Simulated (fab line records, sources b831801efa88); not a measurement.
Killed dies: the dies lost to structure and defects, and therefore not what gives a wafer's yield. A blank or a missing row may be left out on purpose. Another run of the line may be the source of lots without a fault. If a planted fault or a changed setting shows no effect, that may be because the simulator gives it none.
Which tool is to blame? -- flow sky130 -- 15 lots, 45 wafers sampled, at 2 steps of a route of 708

WHAT EACH GAUGE READ, for each wafer
SKY_METAL4_CD_MEAS_13 targets a cd of 300 nm. Usual: 300.3 nm for cd-nm, sd 1.3.
lot,measured,on,cd-nm (nm),flag
L172,day 42 10:26,cd-sem-02,297.9 300.4 299.6,
L175,day 42 21:31,cd-sem-02,298.5 299.4 298.6,
L174,day 43 11:14,cd-sem-01,299.7 301.5 299.6,
L176,day 43 21:37,cd-sem-01,301.9 300.5 300.6,
L178,day 44 12:28,cd-sem-01,301.1 300.4 301.2,
L179,day 44 17:26,cd-sem-02,300.4 300.3 301.7,
L180,day 45 03:41,cd-sem-01,298.5 298.6 299.5,
L181,day 45 07:22,cd-sem-01,299.7 298.7 300.1,
L182,day 45 08:35,cd-sem-01,301.8 299.6 302.2,
L183,day 45 15:27,cd-sem-01,302.0 301.8 303.3,
L187,day 46 11:55,cd-sem-02,299.9 300.6 299.4,
L188,day 46 14:26,cd-sem-02,301.1 301.8 301.7,
L190,day 46 19:08,cd-sem-02,298.8 299.8 298.6,
L192,day 47 08:11,cd-sem-01,299.6 300.7 298.3,
L193,day 48 00:37,cd-sem-01,301.8 303.6 301.2,

WHICH TOOL RAN EACH LOT (tool, then ch and the chambers of the sampled wafers, then the start)
lot,SKY_CAP2M_STRIP_14
L172,"plasma-asher-04 ch 0,1, day 41 10:08"
L175,"plasma-asher-02 ch 0,1, day 41 22:38"
L174,"plasma-asher-04 ch 0,1, day 42 11:13"
L176,"plasma-asher-03 ch 0,1, day 42 22:13"
L178,"plasma-asher-03 ch 0,1, day 43 13:41"
L179,"plasma-asher-04 ch 0,1, day 43 18:56"
L180,"plasma-asher-02 ch 0,1, day 44 05:28"
L181,"plasma-asher-04 ch 0,1, day 44 08:50"
L182,"plasma-asher-03 ch 0,1, day 44 10:49"
L183,"plasma-asher-04 ch 0,1, day 44 17:05"
L187,"plasma-asher-02 ch 0,1, day 45 13:56"
L188,"plasma-asher-04 ch 0,1, day 45 17:28"
L190,"plasma-asher-04 ch 0,1, day 45 23:19"
L192,"plasma-asher-03 ch 0,1, day 46 11:44"
L193,"plasma-asher-03 ch 1, day 47 04:52"
- SKY_CAP2M_STRIP_14: strips in O2/N2.

WHAT THE TOOLS THEMSELVES READ (means of the sampled wafers that have a number; where no wafer has one, the mark that the record gives instead)
SKY_CAP2M_STRIP_14. Usual: drypump-motor-current-A 5.5 A, standard deviation 0.4; oes-product-au 0.710 a.u., standard deviation 0.0042; strip-time-to-endpoint-s 12.67 s, standard deviation 0.048.
lot,tool,drypump-motor-current-A (A),oes-product-au (a.u.),strip-time-to-endpoint-s (s),flag
L172,plasma-asher-04,5.6,0.712,12.78,
L175,plasma-asher-02,5.7,0.710,12.65,
L174,plasma-asher-04,5.5,0.707,12.62,
L176,plasma-asher-03,5.3,0.712,12.65,
L178,plasma-asher-03,5.6,0.710,12.72,
L179,plasma-asher-04,5.5,0.705,12.67,
L180,plasma-asher-02,5.7,0.711,12.63,
L181,plasma-asher-04,5.5,0.712,12.68,
L182,plasma-asher-03,5.5,0.709,12.71,
L183,plasma-asher-04,5.6,0.708,12.70,
L187,plasma-asher-02,5.7,0.712,12.73,
L188,plasma-asher-04,5.5,0.709,12.66,
L190,plasma-asher-04,5.6,0.708,12.63,
L192,plasma-asher-03,5.6,0.713,12.62,
L193,plasma-asher-03,5.8,0.708,12.55,

THE ANSWER, worked out from the rows above alone
Rule: a lot is off if the mean of its wafers that have a number lies more than 3 standard deviations from the usual mean. A lot without any number at a reading at which 4 lots or more have one is off too. Any other lot the step has rows for is counted as sound. The gauges are gone through in route order, then the tools' own readings, and for those a lot's mean is taken as printed above. The first step at which some lot is off is used, and at that step the reading that is off furthest; a lot without a number counts as furthest.
No lot is off on any of the readings shown, so nothing can be concluded from this.

WHAT THE SIMULATOR HAD PUT IN
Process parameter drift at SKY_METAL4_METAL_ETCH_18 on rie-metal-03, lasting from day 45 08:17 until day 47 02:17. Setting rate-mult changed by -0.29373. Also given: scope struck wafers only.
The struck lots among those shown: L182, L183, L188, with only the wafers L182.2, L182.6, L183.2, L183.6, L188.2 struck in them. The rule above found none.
